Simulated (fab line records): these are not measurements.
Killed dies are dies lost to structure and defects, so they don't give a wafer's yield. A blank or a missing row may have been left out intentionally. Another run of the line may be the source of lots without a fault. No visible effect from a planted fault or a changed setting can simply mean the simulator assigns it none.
What tool caused it? + flow sky130 + 13 lots, 39 wafers sampled, at 5 steps of a route of 708

WHAT THE GAUGES SHOWED, per wafer
SKY_NWELL_TW_MEAS_15. Usual: NWELL_TW typically reads 1833, with standard deviation 14.
| lot  | measured    | on            | NWELL_TW       | flag |
|------|-------------|---------------|----------------|------|
| L339 | day 4 14:41 | film metro-01 | 1830 1834 1838 |      |
| L340 | day 4 20:19 | film metro-01 | 1823 1833 1832 |      |
| L341 | day 5 00:25 | film metro-03 | 1856 1852 1848 |      |
| L342 | day 5 07:53 | film metro-02 | 1835 1839 1838 |      |
| L343 | day 5 10:37 | film metro-02 | 1831 1833 1831 |      |
| L344 | day 5 16:29 | film metro-03 | 1861 1869 1874 |      |
| L345 | day 6 02:07 | film metro-01 | 1838 1837 1840 |      |
| L348 | day 7 12:34 | film metro-01 | 1826 1826 1830 |      |
| L351 | day 8 04:20 | film metro-02 | 1851 1844 1834 |      |
| L357 | day 8 21:25 | film metro-02 | 1828 1824 1833 |      |
| L356 | day 8 22:55 | film metro-03 | 1852 1848 1844 |      |
| L358 | day 9 06:44 | film metro-01 | 1839 1822 1833 |      |
| L360 | day 9 21:05 | film metro-02 | 1815 1820 1831 |      |

SKY_NWELL_RS_MEAS_29: measurement is done with a four-point probe. Usual: NWELL_RS typically reads 625.5 ohm/sq, with standard deviation 1.7.
| lot  | measured     | on            | NWELL_RS (ohm/sq) | flag |
|------|--------------|---------------|-------------------|------|
| L339 | day 5 07:06  | film metro-03 | 625.4 624.3 623.8 |      |
| L340 | day 5 13:00  | film metro-01 | 627.0 626.6 627.6 |      |
| L341 | day 5 17:52  | film metro-01 | 624.0 624.8 624.2 |      |
| L342 | day 6 01:57  | film metro-02 | 624.7 624.8 624.9 |      |
| L343 | day 6 03:40  | film metro-03 | 623.7 625.6 624.1 |      |
| L344 | day 6 11:34  | film metro-03 | 624.8 623.5 623.7 |      |
| L345 | day 6 22:02  | film metro-01 | 593.0 595.3 595.3 | OFF  |
| L348 | day 8 09:43  | film metro-03 | 627.7 627.9 627.1 |      |
| L351 | day 8 23:32  | film metro-03 | 594.8 594.3 594.9 | OFF  |
| L357 | day 9 18:23  | film metro-02 | 623.5 623.1 623.6 |      |
| L356 | day 9 20:39  | film metro-02 | 623.3 626.5 626.5 |      |
| L358 | day 10 04:59 | film metro-01 | 624.3 626.9 627.4 |      |
| L360 | day 10 19:23 | film metro-01 | 626.3 626.3 625.5 |      |

SKY_VT_ADJUST_LVTN_OVL_MEAS_07. Usual: VT_ADJUST_LVTN_OVL typically reads -0.2 nm, with standard deviation 1.5.
| lot  | measured     | on         | VT_ADJUST_LVTN_OVL (nm) | flag |
|------|--------------|------------|-------------------------|------|
| L339 | day 6 20:01  | overlay-02 | 0.9 1.0 1.5             |      |
| L340 | day 7 01:43  | overlay-01 | -1.1 -1.7 -1.3          |      |
| L341 | day 7 09:19  | overlay-01 | -0.9 0.0 -0.1           |      |
| L342 | day 7 17:13  | overlay-01 | -2.1 -0.1 -0.6          |      |
| L343 | day 7 19:49  | overlay-01 | -1.7 0.5 -0.2           |      |
| L344 | day 8 03:28  | overlay-01 | -2.4 -3.2 -2.2          |      |
| L345 | day 8 14:20  | overlay-02 | -0.3 1.8 3.4            |      |
| L348 | day 10 03:08 | overlay-01 | -1.1 -0.9 -0.3          |      |
| L351 | day 10 18:40 | overlay-01 | -2.9 -2.4 -2.1          |      |
| L357 | day 11 14:38 | overlay-02 | 3.0 1.8 -1.3            |      |
| L356 | day 11 18:25 | overlay-01 | 0.9 0.1 -0.7            |      |
| L358 | day 12 02:55 | overlay-02 | -3.9 -0.9 -1.2          |      |
| L360 | day 12 17:52 | overlay-02 | 0.0 -0.1 -0.6           |      |

WHICH TOOL RAN EACH LOT (tool, then ch and the chambers of the sampled wafers, then the start)
| lot  | SKY_DNWELL_STRIP_08                 | SKY_NWELL_IMPLANT_12           |
|------|-------------------------------------|--------------------------------|
| L339 | plasma asher-01 ch 0,1, day 3 05:28 | implanter-03 ch 0, day 4 14:17 |
| L340 | plasma asher-01 ch 1, day 3 10:55   | implanter-03 ch 0, day 4 19:55 |
| L341 | plasma asher-04 ch 0,1, day 3 14:55 | implanter-03 ch 0, day 5 00:02 |
| L342 | plasma asher-03 ch 1, day 3 22:16   | implanter-04 ch 0, day 5 07:29 |
| L343 | plasma asher-04 ch 0,1, day 4 02:37 | implanter-04 ch 0, day 5 10:13 |
| L344 | plasma asher-03 ch 0, day 4 07:07   | implanter-01 ch 0, day 5 16:05 |
| L345 | plasma asher-01 ch 0,1, day 4 14:43 | implanter-04 ch 0, day 6 01:19 |
| L348 | plasma asher-04 ch 0,1, day 5 22:19 | implanter-03 ch 0, day 7 12:13 |
| L351 | plasma asher-03 ch 0,1, day 6 11:08 | implanter-01 ch 0, day 8 03:26 |
| L357 | plasma asher-01 ch 0,1, day 7 04:32 | implanter-03 ch 0, day 8 21:02 |
| L356 | plasma asher-01 ch 0,1, day 7 05:13 | implanter-03 ch 0, day 8 22:31 |
| L358 | plasma asher-01 ch 0,1, day 7 15:10 | implanter-01 ch 0, day 9 06:20 |
| L360 | plasma asher-01 ch 1, day 7 23:49   | implanter-03 ch 0, day 9 20:41 |
- SKY_DNWELL_STRIP_08: strips in O2/N2.
- SKY_NWELL_IMPLANT_12

WHAT THE TOOLS THEMSELVES READ (means of the sampled wafers that have a number; where no wafer has one, the mark that the record gives instead)
SKY_DNWELL_STRIP_08. Usual: drypump motor current A 5.7 A, standard deviation 0.32; oes product au 0.722 a.u., standard deviation 0.0048; strip time to endpoint s 36.89 s, standard deviation 0.11.
| lot  | tool            | drypump motor current A (A) | oes product au (a.u.) | strip time to endpoint s (s) | flag |
|------|-----------------|-----------------------------|-----------------------|------------------------------|------|
| L339 | plasma asher-01 | 5.3                         | 0.722                 | 37.07                        |      |
| L340 | plasma asher-01 | 5.3                         | 0.723                 | 36.73                        |      |
| L341 | plasma asher-04 | 5.9                         | 0.725                 | 36.76                        |      |
| L342 | plasma asher-03 | 5.9                         | 0.719                 | 36.76                        |      |
| L343 | plasma asher-04 | 5.8                         | 0.720                 | 36.90                        |      |
| L344 | plasma asher-03 | 6.2                         | 0.717                 | 36.76                        |      |
| L345 | plasma asher-01 | 5.3                         | 0.726                 | 36.94                        |      |
| L348 | plasma asher-04 | 5.8                         | 0.727                 | 37.06                        |      |
| L351 | plasma asher-03 | 6.0                         | 0.717                 | 36.91                        |      |
| L357 | plasma asher-01 | 5.3                         | 0.717                 | 36.91                        |      |
| L356 | plasma asher-01 | 5.3                         | 0.723                 | 36.84                        |      |
| L358 | plasma asher-01 | 5.4                         | 0.720                 | 37.08                        |      |
| L360 | plasma asher-01 | 5.3                         | 0.720                 | 36.75                        |      |

THE ANSWER, worked out from the rows above alone
Rule: lot off if the mean of its wafers having a number is beyond 3 standard deviations from the usual mean. A lot without any number at a reading at which 4 lots or more have one is off too. The other lots that the step has rows for count as sound. Order of review: gauges by route order, followed by the tools' own readings, for which a lot's mean as printed above is used. At the first step where some lot is off, the reading lying furthest off is the one used; lots without a number count as furthest.
Off: L345, L351, at SKY_NWELL_RS_MEAS_29 (NWELL_RS).
A tool fits if, at a process step before that reading, it ran every lot that is off, and no sound lot after the first of them. The gauges at SKY_NWELL_RS_MEAS_29 are tried like those tools. Not one of the candidates tried fits.

WHAT WAS PUT IN BY THE SIMULATOR
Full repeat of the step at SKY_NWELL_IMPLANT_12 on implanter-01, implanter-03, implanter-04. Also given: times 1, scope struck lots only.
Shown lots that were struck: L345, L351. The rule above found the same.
